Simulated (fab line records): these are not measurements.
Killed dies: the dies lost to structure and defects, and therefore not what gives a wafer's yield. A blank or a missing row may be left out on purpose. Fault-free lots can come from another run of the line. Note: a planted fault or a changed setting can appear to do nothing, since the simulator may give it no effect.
fab line records || flow gf180mcu
[record] {"lots": 14, "wafers": 42, "lastDay": 34}
route steps=602 shown HV_LDD@182 V1@336
lots untouched by any fault: they come from a run of this same line in which no faults occurred
startH: hours from the record's first day to the start of the lot's first wafer shown || waitH: hours since the lot's step before || " identical to the entry in the row above || L1.1+2: a row that stands for several wafers || - no value, or no start was given || * or withheld: withheld || < > ~ a bound
route shown NAME@n: names a module that has steps shown in the file, with the first one's number in the route || usual: average and standard deviation across the fault-free wafers || same: alike in all rows || chamber/n: place in a boat || sites: per-site readings || _std_site: the standard deviation of these || _edge_site: inner sites' mean taken away from outer sites' mean || radiusMm: for every site, how far away it sits from the centre of the wafer || mask NAME#n: copy n || behind: tool/chamber where the wafer was last shaped || hold: reason for holding the lot/hours on hold/outcome of the hold || device: the n, p or np transistor that did not switch || end of line: at the end of the route, the tests of the same wafers || a step without rows: its recipe alone || killed: dies lost to structure and defects at the first sort, not the wafer's yield || map: dies across one wafer; x = killed, . = not, _ = none there
set.NAME: the setting the step ran with; set.NAME@STEP: the setting that earlier step ran with || model.NAME: the simulator's own value behind a step, which no gauge read
one table for each step of the route and one row for each wafer, over a sample of lots
[[steps]]
[step GF_HV_LDD_DEVELOP_06]
[recipe] {"developTimeS": 60, "devTempC": 23}
{"lot.wafer": "L686.3+5+6", "tool": "lithoTrack-02", "chamber": 0, "startH": 220.52, "waitH": 0.1}
{"lot.wafer": "L688.3+4+5", "tool": "lithoTrack-01", "chamber": 0, "startH": 236.89, "waitH": 0.1}
{"lot.wafer": "L689.1+3+6", "tool": "lithoTrack-01", "chamber": 0, "startH": 244.29, "waitH": 0.1}
{"lot.wafer": "L691.1+2+3", "tool": "lithoTrack-04", "chamber": 0, "startH": 260.93, "waitH": 0.1}
{"lot.wafer": "L694.1+5+6", "tool": "lithoTrack-02", "chamber": 0, "startH": 278.92, "waitH": 0.1}
{"lot.wafer": "L693.2+5+6", "tool": "lithoTrack-02", "chamber": 0, "startH": 281.99, "waitH": 0.1}
{"lot.wafer": "L695.1+5+6", "tool": "lithoTrack-02", "chamber": 0, "startH": 297.12, "waitH": 0.1}
{"lot.wafer": "L696.1+2+4", "tool": "lithoTrack-01", "chamber": 0, "startH": 310.39, "waitH": 0.1}
{"lot.wafer": "L698.1+3+4", "tool": "lithoTrack-02", "chamber": 0, "startH": 318.07, "waitH": 0.1}
{"lot.wafer": "L699.1+2+3", "tool": "lithoTrack-01", "chamber": 0, "startH": 324.19, "waitH": 0.1}
{"lot.wafer": "L703.2+3+6", "tool": "lithoTrack-02", "chamber": 0, "startH": 351.99, "waitH": 0.1}
{"lot.wafer": "L706.1+4+6", "tool": "lithoTrack-01", "chamber": 0, "startH": 371.39, "waitH": 0.1}
{"lot.wafer": "L707.2+4+5", "tool": "lithoTrack-01", "chamber": 0, "startH": 378.31, "waitH": 0.1}
{"lot.wafer": "L708.2+4+5", "tool": "lithoTrack-04", "chamber": 0, "startH": 386.51, "waitH": 0.1}
[step GF_HV_LDD_CD_MEAS_07]
[recipe] {"targetCdNm": 400}
[usual] {"cdNm": "400.2/2.5"}
{"lot.wafer": "L686.3", "tool": "cdSem-01", "chamber": "-", "startH": 220.66, "waitH": 0.1, "cdNm": 396.2}
{"lot.wafer": "L686.5", "tool": "cdSem-01", "chamber": "-", "startH": 220.66, "waitH": 0.1, "cdNm": 395.6}
{"lot.wafer": "L686.6", "tool": "cdSem-01", "chamber": "-", "startH": 220.66, "waitH": 0.1, "cdNm": 394.4}
{"lot.wafer": "L688.3", "tool": "cdSem-01", "chamber": "-", "startH": 237.03, "waitH": 0.1, "cdNm": 401.8}
{"lot.wafer": "L688.4", "tool": "cdSem-01", "chamber": "-", "startH": 237.03, "waitH": 0.1, "cdNm": 399.8}
{"lot.wafer": "L688.5", "tool": "cdSem-01", "chamber": "-", "startH": 237.03, "waitH": 0.1, "cdNm": 400.2}
{"lot.wafer": "L689.1", "tool": "cdSem-02", "chamber": "-", "startH": 244.44, "waitH": 0.1, "cdNm": 400.9}
{"lot.wafer": "L689.3", "tool": "cdSem-02", "chamber": "-", "startH": 244.44, "waitH": 0.1, "cdNm": 402.0}
{"lot.wafer": "L689.6", "tool": "cdSem-02", "chamber": "-", "startH": 244.44, "waitH": 0.1, "cdNm": 399.4}
{"lot.wafer": "L691.1", "tool": "cdSem-01", "chamber": "-", "startH": 261.08, "waitH": 0.1, "cdNm": 395.6}
{"lot.wafer": "L691.2", "tool": "cdSem-01", "chamber": "-", "startH": 261.08, "waitH": 0.1, "cdNm": 395.6}
{"lot.wafer": "L691.3", "tool": "cdSem-01", "chamber": "-", "startH": 261.08, "waitH": 0.1, "cdNm": 395.9}
{"lot.wafer": "L694.1", "tool": "cdSem-01", "chamber": "-", "startH": 279.07, "waitH": 0.1, "cdNm": 403.1}
{"lot.wafer": "L694.5", "tool": "cdSem-01", "chamber": "-", "startH": 279.07, "waitH": 0.1, "cdNm": 399.9}
{"lot.wafer": "L694.6", "tool": "cdSem-01", "chamber": "-", "startH": 279.07, "waitH": 0.1, "cdNm": 403.3}
{"lot.wafer": "L693.2", "tool": "cdSem-02", "chamber": "-", "startH": 282.14, "waitH": 0.1, "cdNm": 401.1}
{"lot.wafer": "L693.5", "tool": "cdSem-02", "chamber": "-", "startH": 282.14, "waitH": 0.1, "cdNm": 398.8}
{"lot.wafer": "L693.6", "tool": "cdSem-02", "chamber": "-", "startH": 282.14, "waitH": 0.1, "cdNm": 401.4}
{"lot.wafer": "L695.1", "tool": "cdSem-01", "chamber": "-", "startH": 297.27, "waitH": 0.1, "cdNm": 400.1}
{"lot.wafer": "L695.5", "tool": "cdSem-01", "chamber": "-", "startH": 297.27, "waitH": 0.1, "cdNm": 401.2}
{"lot.wafer": "L695.6", "tool": "cdSem-01", "chamber": "-", "startH": 297.27, "waitH": 0.1, "cdNm": 400.7}
{"lot.wafer": "L696.1", "tool": "cdSem-02", "chamber": "-", "startH": 310.54, "waitH": 0.1, "cdNm": 400.6}
{"lot.wafer": "L696.2", "tool": "cdSem-02", "chamber": "-", "startH": 310.54, "waitH": 0.1, "cdNm": 400.0}
{"lot.wafer": "L696.4", "tool": "cdSem-02", "chamber": "-", "startH": 310.54, "waitH": 0.1, "cdNm": 399.7}
{"lot.wafer": "L698.1", "tool": "cdSem-01", "chamber": "-", "startH": 318.22, "waitH": 0.1, "cdNm": 397.4}
{"lot.wafer": "L698.3", "tool": "cdSem-01", "chamber": "-", "startH": 318.22, "waitH": 0.1, "cdNm": 397.9}
{"lot.wafer": "L698.4", "tool": "cdSem-01", "chamber": "-", "startH": 318.22, "waitH": 0.1, "cdNm": 394.7}
{"lot.wafer": "L699.1", "tool": "cdSem-01", "chamber": "-", "startH": 324.34, "waitH": 0.1, "cdNm": 396.7}
{"lot.wafer": "L699.2", "tool": "cdSem-01", "chamber": "-", "startH": 324.34, "waitH": 0.1, "cdNm": 396.3}
{"lot.wafer": "L699.3", "tool": "cdSem-01", "chamber": "-", "startH": 324.34, "waitH": 0.1, "cdNm": 396.8}
{"lot.wafer": "L703.2", "tool": "cdSem-01", "chamber": "-", "startH": 352.13, "waitH": 0.1, "cdNm": 401.2}
{"lot.wafer": "L703.3", "tool": "cdSem-01", "chamber": "-", "startH": 352.13, "waitH": 0.1, "cdNm": 401.5}
{"lot.wafer": "L703.6", "tool": "cdSem-01", "chamber": "-", "startH": 352.13, "waitH": 0.1, "cdNm": 399.6}
{"lot.wafer": "L706.1", "tool": "cdSem-02", "chamber": "-", "startH": 371.54, "waitH": 0.1, "cdNm": 384.0}
{"lot.wafer": "L706.4", "tool": "cdSem-02", "chamber": "-", "startH": 371.54, "waitH": 0.1, "cdNm": 385.9}
{"lot.wafer": "L706.6", "tool": "cdSem-02", "chamber": "-", "startH": 371.54, "waitH": 0.1, "cdNm": 385.6}
{"lot.wafer": "L707.2", "tool": "cdSem-01", "chamber": "-", "startH": 378.46, "waitH": 0.1, "cdNm": 384.3}
{"lot.wafer": "L707.4", "tool": "cdSem-01", "chamber": "-", "startH": 378.46, "waitH": 0.1, "cdNm": 383.5}
{"lot.wafer": "L707.5", "tool": "cdSem-01", "chamber": "-", "startH": 378.46, "waitH": 0.1, "cdNm": 385.6}
{"lot.wafer": "L708.2", "tool": "cdSem-01", "chamber": "-", "startH": 386.65, "waitH": 0.1, "cdNm": 399.8}
{"lot.wafer": "L708.4", "tool": "cdSem-01", "chamber": "-", "startH": 386.65, "waitH": 0.1, "cdNm": 399.9}
{"lot.wafer": "L708.5", "tool": "cdSem-01", "chamber": "-", "startH": 386.65, "waitH": 0.1, "cdNm": 402.5}
[step GF_HV_LDD_TW_MEAS_11]
[usual] {"HV_LDD_TW": "2408/28"}
{"lot.wafer": "L686.3", "tool": "filmMetro-04", "chamber": "-", "startH": 221.04, "waitH": 0.1, "HV_LDD_TW": 2386}
{"lot.wafer": "L686.5", "tool": "filmMetro-04", "chamber": "-", "startH": 221.04, "waitH": 0.1, "HV_LDD_TW": 2388}
{"lot.wafer": "L686.6", "tool": "filmMetro-04", "chamber": "-", "startH": 221.04, "waitH": 0.1, "HV_LDD_TW": 2379}
{"lot.wafer": "L688.3", "tool": "filmMetro-04", "chamber": "-", "startH": 237.41, "waitH": 0.1, "HV_LDD_TW": 2390}
{"lot.wafer": "L688.4", "tool": "filmMetro-04", "chamber": "-", "startH": 237.41, "waitH": 0.1, "HV_LDD_TW": 2398}
{"lot.wafer": "L688.5", "tool": "filmMetro-04", "chamber": "-", "startH": 237.41, "waitH": 0.1, "HV_LDD_TW": 2377}
{"lot.wafer": "L689.1", "tool": "filmMetro-04", "chamber": "-", "startH": 244.84, "waitH": 0.1, "HV_LDD_TW": 2413}
{"lot.wafer": "L689.3", "tool": "filmMetro-04", "chamber": "-", "startH": 244.84, "waitH": 0.1, "HV_LDD_TW": 2405}
{"lot.wafer": "L689.6", "tool": "filmMetro-04", "chamber": "-", "startH": 244.84, "waitH": 0.1, "HV_LDD_TW": 2408}
{"lot.wafer": "L691.1", "tool": "filmMetro-03", "chamber": "-", "startH": 261.49, "waitH": 0.1, "HV_LDD_TW": 2439}
{"lot.wafer": "L691.2", "tool": "filmMetro-03", "chamber": "-", "startH": 261.49, "waitH": 0.1, "HV_LDD_TW": 2453}
{"lot.wafer": "L691.3", "tool": "filmMetro-03", "chamber": "-", "startH": 261.49, "waitH": 0.1, "HV_LDD_TW": 2438}
{"lot.wafer": "L694.1", "tool": "filmMetro-03", "chamber": "-", "startH": 279.47, "waitH": 0.1, "HV_LDD_TW": 2454}
{"lot.wafer": "L694.5", "tool": "filmMetro-03", "chamber": "-", "startH": 279.47, "waitH": 0.1, "HV_LDD_TW": 2451}
{"lot.wafer": "L694.6", "tool": "filmMetro-03", "chamber": "-", "startH": 279.47, "waitH": 0.1, "HV_LDD_TW": 2461}
{"lot.wafer": "L693.2", "tool": "filmMetro-03", "chamber": "-", "startH": 282.53, "waitH": 0.1, "HV_LDD_TW": 2463}
{"lot.wafer": "L693.5", "tool": "filmMetro-03", "chamber": "-", "startH": 282.53, "waitH": 0.1, "HV_LDD_TW": 2455}
{"lot.wafer": "L693.6", "tool": "filmMetro-03", "chamber": "-", "startH": 282.53, "waitH": 0.1, "HV_LDD_TW": 2440}
{"lot.wafer": "L695.1", "tool": "filmMetro-01", "chamber": "-", "startH": 297.67, "waitH": 0.1, "HV_LDD_TW": 2394}
{"lot.wafer": "L695.5", "tool": "filmMetro-01", "chamber": "-", "startH": 297.67, "waitH": 0.1, "HV_LDD_TW": 2395}
{"lot.wafer": "L695.6", "tool": "filmMetro-01", "chamber": "-", "startH": 297.67, "waitH": 0.1, "HV_LDD_TW": 2400}
{"lot.wafer": "L696.1", "tool": "filmMetro-01", "chamber": "-", "startH": 310.94, "waitH": 0.1, "HV_LDD_TW": 2396}
{"lot.wafer": "L696.2", "tool": "filmMetro-01", "chamber": "-", "startH": 310.94, "waitH": 0.1, "HV_LDD_TW": 2397}
{"lot.wafer": "L696.4", "tool": "filmMetro-01", "chamber": "-", "startH": 310.94, "waitH": 0.1, "HV_LDD_TW": 2397}
{"lot.wafer": "L698.1", "tool": "filmMetro-04", "chamber": "-", "startH": 318.62, "waitH": 0.1, "HV_LDD_TW": 2389}
{"lot.wafer": "L698.3", "tool": "filmMetro-04", "chamber": "-", "startH": 318.62, "waitH": 0.1, "HV_LDD_TW": 2381}
{"lot.wafer": "L698.4", "tool": "filmMetro-04", "chamber": "-", "startH": 318.62, "waitH": 0.1, "HV_LDD_TW": 2380}
{"lot.wafer": "L699.1", "tool": "filmMetro-03", "chamber": "-", "startH": 324.74, "waitH": 0.1, "HV_LDD_TW": 2462}
{"lot.wafer": "L699.2", "tool": "filmMetro-03", "chamber": "-", "startH": 324.74, "waitH": 0.1, "HV_LDD_TW": 2475}
{"lot.wafer": "L699.3", "tool": "filmMetro-03", "chamber": "-", "startH": 324.74, "waitH": 0.1, "HV_LDD_TW": 2451}
{"lot.wafer": "L703.2", "tool": "filmMetro-04", "chamber": "-", "startH": 352.53, "waitH": 0.1, "HV_LDD_TW": 2377}
{"lot.wafer": "L703.3", "tool": "filmMetro-04", "chamber": "-", "startH": 352.53, "waitH": 0.1, "HV_LDD_TW": 2383}
{"lot.wafer": "L703.6", "tool": "filmMetro-04", "chamber": "-", "startH": 352.53, "waitH": 0.1, "HV_LDD_TW": 2383}
{"lot.wafer": "L706.1", "tool": "filmMetro-01", "chamber": "-", "startH": 371.94, "waitH": 0.1, "HV_LDD_TW": 2410}
{"lot.wafer": "L706.4", "tool": "filmMetro-01", "chamber": "-", "startH": 371.94, "waitH": 0.1, "HV_LDD_TW": 2406}
{"lot.wafer": "L706.6", "tool": "filmMetro-01", "chamber": "-", "startH": 371.94, "waitH": 0.1, "HV_LDD_TW": 2397}
{"lot.wafer": "L707.2", "tool": "filmMetro-03", "chamber": "-", "startH": 378.85, "waitH": 0.1, "HV_LDD_TW": 2456}
{"lot.wafer": "L707.4", "tool": "filmMetro-03", "chamber": "-", "startH": 378.85, "waitH": 0.1, "HV_LDD_TW": 2463}
{"lot.wafer": "L707.5", "tool": "filmMetro-03", "chamber": "-", "startH": 378.85, "waitH": 0.1, "HV_LDD_TW": 2429}
{"lot.wafer": "L708.2", "tool": "filmMetro-01", "chamber": "-", "startH": 387.05, "waitH": 0.1, "HV_LDD_TW": 2380}
{"lot.wafer": "L708.4", "tool": "filmMetro-01", "chamber": "-", "startH": 387.05, "waitH": 0.1, "HV_LDD_TW": 2374}
{"lot.wafer": "L708.5", "tool": "filmMetro-01", "chamber": "-", "startH": 387.05, "waitH": 0.1, "HV_LDD_TW": 2380}
[step GF_V1_THK_MEAS_01]
[recipe] {"reads": "SiO2_of_V1_CVD_00"}
[usual] {"V1_CVD_00_THK": "600/5.6"}
{"lot.wafer": "L686.3", "tool": "filmMetro-02", "chamber": "-", "startH": 391.63, "waitH": 0.1, "V1_CVD_00_THK[nm]": 597}
{"lot.wafer": "L686.5", "tool": "filmMetro-02", "chamber": "-", "startH": 391.63, "waitH": 0.1, "V1_CVD_00_THK[nm]": 597}
{"lot.wafer": "L686.6", "tool": "filmMetro-02", "chamber": "-", "startH": 391.63, "waitH": 0.1, "V1_CVD_00_THK[nm]": 603}
{"lot.wafer": "L688.3", "tool": "filmMetro-01", "chamber": "-", "startH": 412.03, "waitH": 0.1, "V1_CVD_00_THK[nm]": 605}
{"lot.wafer": "L688.4", "tool": "filmMetro-01", "chamber": "-", "startH": 412.03, "waitH": 0.1, "V1_CVD_00_THK[nm]": 602}
{"lot.wafer": "L688.5", "tool": "filmMetro-01", "chamber": "-", "startH": 412.03, "waitH": 0.1, "V1_CVD_00_THK[nm]": 608}
{"lot.wafer": "L689.1", "tool": "filmMetro-02", "chamber": "-", "startH": 419.64, "waitH": 0.0, "V1_CVD_00_THK[nm]": 606}
{"lot.wafer": "L689.3", "tool": "filmMetro-02", "chamber": "-", "startH": 419.64, "waitH": 0.0, "V1_CVD_00_THK[nm]": 613}
{"lot.wafer": "L689.6", "tool": "filmMetro-02", "chamber": "-", "startH": 419.64, "waitH": 0.0, "V1_CVD_00_THK[nm]": 603}
{"lot.wafer": "L691.1", "tool": "filmMetro-02", "chamber": "-", "startH": 440.85, "waitH": 0.0, "V1_CVD_00_THK[nm]": 600}
{"lot.wafer": "L691.2", "tool": "filmMetro-02", "chamber": "-", "startH": 440.85, "waitH": 0.0, "V1_CVD_00_THK[nm]": 591}
{"lot.wafer": "L691.3", "tool": "filmMetro-02", "chamber": "-", "startH": 440.85, "waitH": 0.0, "V1_CVD_00_THK[nm]": 592}
{"lot.wafer": "L694.1", "tool": "filmMetro-02", "chamber": "-", "startH": 464.22, "waitH": 0.0, "V1_CVD_00_THK[nm]": 602}
{"lot.wafer": "L694.5", "tool": "filmMetro-02", "chamber": "-", "startH": 464.22, "waitH": 0.0, "V1_CVD_00_THK[nm]": 599}
{"lot.wafer": "L694.6", "tool": "filmMetro-02", "chamber": "-", "startH": 464.22, "waitH": 0.0, "V1_CVD_00_THK[nm]": 590}
{"lot.wafer": "L693.2", "tool": "filmMetro-04", "chamber": "-", "startH": 469.68, "waitH": 0.0, "V1_CVD_00_THK[nm]": 598}
{"lot.wafer": "L693.5", "tool": "filmMetro-04", "chamber": "-", "startH": 469.68, "waitH": 0.0, "V1_CVD_00_THK[nm]": 615}
{"lot.wafer": "L693.6", "tool": "filmMetro-04", "chamber": "-", "startH": 469.68, "waitH": 0.0, "V1_CVD_00_THK[nm]": 605}
{"lot.wafer": "L695.1", "tool": "filmMetro-02", "chamber": "-", "startH": 488.53, "waitH": 0.0, "V1_CVD_00_THK[nm]": 610}
{"lot.wafer": "L695.5", "tool": "filmMetro-02", "chamber": "-", "startH": 488.53, "waitH": 0.0, "V1_CVD_00_THK[nm]": 601}
{"lot.wafer": "L695.6", "tool": "filmMetro-02", "chamber": "-", "startH": 488.53, "waitH": 0.0, "V1_CVD_00_THK[nm]": 607}
{"lot.wafer": "L696.1", "tool": "filmMetro-02", "chamber": "-", "startH": 499.52, "waitH": 0.0, "V1_CVD_00_THK[nm]": 594}
{"lot.wafer": "L696.2", "tool": "filmMetro-02", "chamber": "-", "startH": 499.52, "waitH": 0.0, "V1_CVD_00_THK[nm]": 598}
{"lot.wafer": "L696.4", "tool": "filmMetro-02", "chamber": "-", "startH": 499.52, "waitH": 0.0, "V1_CVD_00_THK[nm]": 595}
{"lot.wafer": "L698.1", "tool": "filmMetro-02", "chamber": "-", "startH": 510.61, "waitH": 0.0, "V1_CVD_00_THK[nm]": 603}
{"lot.wafer": "L698.3", "tool": "filmMetro-02", "chamber": "-", "startH": 510.61, "waitH": 0.0, "V1_CVD_00_THK[nm]": 605}
{"lot.wafer": "L698.4", "tool": "filmMetro-02", "chamber": "-", "startH": 510.61, "waitH": 0.0, "V1_CVD_00_THK[nm]": 606}
{"lot.wafer": "L699.1", "tool": "filmMetro-04", "chamber": "-", "startH": 519.29, "waitH": 0.0, "V1_CVD_00_THK[nm]": 602}
{"lot.wafer": "L699.2", "tool": "filmMetro-04", "chamber": "-", "startH": 519.29, "waitH": 0.0, "V1_CVD_00_THK[nm]": 601}
{"lot.wafer": "L699.3", "tool": "filmMetro-04", "chamber": "-", "startH": 519.29, "waitH": 0.0, "V1_CVD_00_THK[nm]": 595}
{"lot.wafer": "L703.2", "tool": "filmMetro-04", "chamber": "-", "startH": 546.85, "waitH": 0.0, "V1_CVD_00_THK[nm]": 597}
{"lot.wafer": "L703.3", "tool": "filmMetro-04", "chamber": "-", "startH": 546.85, "waitH": 0.0, "V1_CVD_00_THK[nm]": 598}
{"lot.wafer": "L703.6", "tool": "filmMetro-04", "chamber": "-", "startH": 546.85, "waitH": 0.0, "V1_CVD_00_THK[nm]": 595}
{"lot.wafer": "L706.1", "tool": "filmMetro-04", "chamber": "-", "startH": 567.21, "waitH": 0.0, "V1_CVD_00_THK[nm]": 598}
{"lot.wafer": "L706.4", "tool": "filmMetro-04", "chamber": "-", "startH": 567.21, "waitH": 0.0, "V1_CVD_00_THK[nm]": 596}
{"lot.wafer": "L706.6", "tool": "filmMetro-04", "chamber": "-", "startH": 567.21, "waitH": 0.0, "V1_CVD_00_THK[nm]": 602}
{"lot.wafer": "L707.2", "tool": "filmMetro-01", "chamber": "-", "startH": 572.31, "waitH": 0.0, "V1_CVD_00_THK[nm]": 608}
{"lot.wafer": "L707.4", "tool": "filmMetro-01", "chamber": "-", "startH": 572.31, "waitH": 0.0, "V1_CVD_00_THK[nm]": 608}
{"lot.wafer": "L707.5", "tool": "filmMetro-01", "chamber": "-", "startH": 572.31, "waitH": 0.0, "V1_CVD_00_THK[nm]": 609}
{"lot.wafer": "L708.2", "tool": "filmMetro-04", "chamber": "-", "startH": 581.16, "waitH": 0.0, "V1_CVD_00_THK[nm]": 594}
{"lot.wafer": "L708.4", "tool": "filmMetro-04", "chamber": "-", "startH": 581.16, "waitH": 0.0, "V1_CVD_00_THK[nm]": 594}
{"lot.wafer": "L708.5", "tool": "filmMetro-04", "chamber": "-", "startH": 581.16, "waitH": 0.0, "V1_CVD_00_THK[nm]": 611}
[step GF_V1_OVL_MEAS_15]
[usual] {"V1_OVL": "-1/5.5"}
{"lot.wafer": "L686.3", "tool": "overlay-01", "chamber": "-", "startH": 415.91, "waitH": 0.1, "V1_OVL[nm]": -3}
{"lot.wafer": "L686.5", "tool": "overlay-01", "chamber": "-", "startH": 415.91, "waitH": 0.1, "V1_OVL[nm]": -10}
{"lot.wafer": "L686.6", "tool": "overlay-01", "chamber": "-", "startH": 415.91, "waitH": 0.1, "V1_OVL[nm]": -13}
{"lot.wafer": "L688.3", "tool": "overlay-01", "chamber": "-", "startH": 435.90, "waitH": 0.1, "V1_OVL[nm]": 2}
{"lot.wafer": "L688.4", "tool": "overlay-01", "chamber": "-", "startH": 435.90, "waitH": 0.1, "V1_OVL[nm]": 0}
{"lot.wafer": "L688.5", "tool": "overlay-01", "chamber": "-", "startH": 435.90, "waitH": 0.1, "V1_OVL[nm]": -5}
{"lot.wafer": "L689.1", "tool": "overlay-02", "chamber": "-", "startH": 444.43, "waitH": 0.1, "V1_OVL[nm]": 7}
{"lot.wafer": "L689.3", "tool": "overlay-02", "chamber": "-", "startH": 444.43, "waitH": 0.1, "V1_OVL[nm]": 5}
{"lot.wafer": "L689.6", "tool": "overlay-02", "chamber": "-", "startH": 444.43, "waitH": 0.1, "V1_OVL[nm]": -2}
{"lot.wafer": "L691.1", "tool": "overlay-01", "chamber": "-", "startH": 466.23, "waitH": 0.1, "V1_OVL[nm]": -4}
{"lot.wafer": "L691.2", "tool": "overlay-01", "chamber": "-", "startH": 466.23, "waitH": 0.1, "V1_OVL[nm]": -4}
{"lot.wafer": "L691.3", "tool": "overlay-01", "chamber": "-", "startH": 466.23, "waitH": 0.1, "V1_OVL[nm]": 0}
{"lot.wafer": "L694.1", "tool": "overlay-02", "chamber": "-", "startH": 489.25, "waitH": 0.1, "V1_OVL[nm]": 5}
{"lot.wafer": "L694.5", "tool": "overlay-02", "chamber": "-", "startH": 489.25, "waitH": 0.1, "V1_OVL[nm]": 4}
{"lot.wafer": "L694.6", "tool": "overlay-02", "chamber": "-", "startH": 489.25, "waitH": 0.1, "V1_OVL[nm]": 3}
{"lot.wafer": "L693.2", "tool": "overlay-02", "chamber": "-", "startH": 494.14, "waitH": 0.1, "V1_OVL[nm]": 3}
{"lot.wafer": "L693.5", "tool": "overlay-02", "chamber": "-", "startH": 494.14, "waitH": 0.1, "V1_OVL[nm]": 5}
{"lot.wafer": "L693.6", "tool": "overlay-02", "chamber": "-", "startH": 494.14, "waitH": 0.1, "V1_OVL[nm]": 2}
{"lot.wafer": "L695.1", "tool": "overlay-02", "chamber": "-", "startH": 512.90, "waitH": 0.1, "V1_OVL[nm]": -6}
{"lot.wafer": "L695.5", "tool": "overlay-02", "chamber": "-", "startH": 512.90, "waitH": 0.1, "V1_OVL[nm]": -9}
{"lot.wafer": "L695.6", "tool": "overlay-02", "chamber": "-", "startH": 512.90, "waitH": 0.1, "V1_OVL[nm]": -10}
{"lot.wafer": "L696.1", "tool": "overlay-01", "chamber": "-", "startH": 523.45, "waitH": 0.1, "V1_OVL[nm]": -5}
{"lot.wafer": "L696.2", "tool": "overlay-01", "chamber": "-", "startH": 523.45, "waitH": 0.1, "V1_OVL[nm]": 2}
{"lot.wafer": "L696.4", "tool": "overlay-01", "chamber": "-", "startH": 523.45, "waitH": 0.1, "V1_OVL[nm]": -9}
{"lot.wafer": "L698.1", "tool": "overlay-02", "chamber": "-", "startH": 534.63, "waitH": 0.1, "V1_OVL[nm]": -9}
{"lot.wafer": "L698.3", "tool": "overlay-02", "chamber": "-", "startH": 534.63, "waitH": 0.1, "V1_OVL[nm]": -14}
{"lot.wafer": "L698.4", "tool": "overlay-02", "chamber": "-", "startH": 534.63, "waitH": 0.1, "V1_OVL[nm]": -14}
{"lot.wafer": "L699.1", "tool": "overlay-01", "chamber": "-", "startH": 542.83, "waitH": 0.1, "V1_OVL[nm]": -4}
{"lot.wafer": "L699.2", "tool": "overlay-01", "chamber": "-", "startH": 542.83, "waitH": 0.1, "V1_OVL[nm]": -4}
{"lot.wafer": "L699.3", "tool": "overlay-01", "chamber": "-", "startH": 542.83, "waitH": 0.1, "V1_OVL[nm]": 0}
{"lot.wafer": "L703.2", "tool": "overlay-01", "chamber": "-", "startH": 569.56, "waitH": 0.1, "V1_OVL[nm]": 8}
{"lot.wafer": "L703.3", "tool": "overlay-01", "chamber": "-", "startH": 569.56, "waitH": 0.1, "V1_OVL[nm]": 7}
{"lot.wafer": "L703.6", "tool": "overlay-01", "chamber": "-", "startH": 569.56, "waitH": 0.1, "V1_OVL[nm]": 9}
{"lot.wafer": "L706.1", "tool": "overlay-02", "chamber": "-", "startH": 589.68, "waitH": 0.1, "V1_OVL[nm]": -5}
{"lot.wafer": "L706.4", "tool": "overlay-02", "chamber": "-", "startH": 589.68, "waitH": 0.1, "V1_OVL[nm]": -4}
{"lot.wafer": "L706.6", "tool": "overlay-02", "chamber": "-", "startH": 589.68, "waitH": 0.1, "V1_OVL[nm]": -4}
{"lot.wafer": "L707.2", "tool": "overlay-02", "chamber": "-", "startH": 595.24, "waitH": 0.1, "V1_OVL[nm]": 0}
{"lot.wafer": "L707.4", "tool": "overlay-02", "chamber": "-", "startH": 595.24, "waitH": 0.1, "V1_OVL[nm]": 0}
{"lot.wafer": "L707.5", "tool": "overlay-02", "chamber": "-", "startH": 595.24, "waitH": 0.1, "V1_OVL[nm]": 3}
{"lot.wafer": "L708.2", "tool": "overlay-02", "chamber": "-", "startH": 603.66, "waitH": 0.1, "V1_OVL[nm]": 2}
{"lot.wafer": "L708.4", "tool": "overlay-02", "chamber": "-", "startH": 603.66, "waitH": 0.1, "V1_OVL[nm]": 2}
{"lot.wafer": "L708.5", "tool": "overlay-02", "chamber": "-", "startH": 603.66, "waitH": 0.1, "V1_OVL[nm]": 5}
[[key]]
[firstSign] {"step": "GF_HV_LDD_CD_MEAS_07", "reading": "cdNm", "direction": "down", "sigmas": 6.2, "usual": 400.2, "struck": 384.8}
effect none on later readings
metAt GF_HV_LDD_DEVELOP_06
struckLots L706,L707
testerLeftOut L706,L707
notActingAt GF_HV_LDD_TW_MEAS_11,GF_V1_THK_MEAS_01,GF_V1_OVL_MEAS_15
onsetBetween 324.19 371.39
[fault] {"kind": "processParameterDrift", "tool": "lithoTrack-01", "chamber": "-", "onsetH": 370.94, "steps": "GF_HV_LDD_DEVELOP_06", "channel": "developTimeS", "offset": "*", "shape": "step", "endH": 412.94, "actsIn": "*", "stated": "*"}
// testerLeftOut: of these lots the tester's yield and bins aren't shown, on N5 and GAA mostly nor the transistor test; their killed dies are dies lost to structure and defects alone, not to doping, threshold or leakage, so they don't give the yield
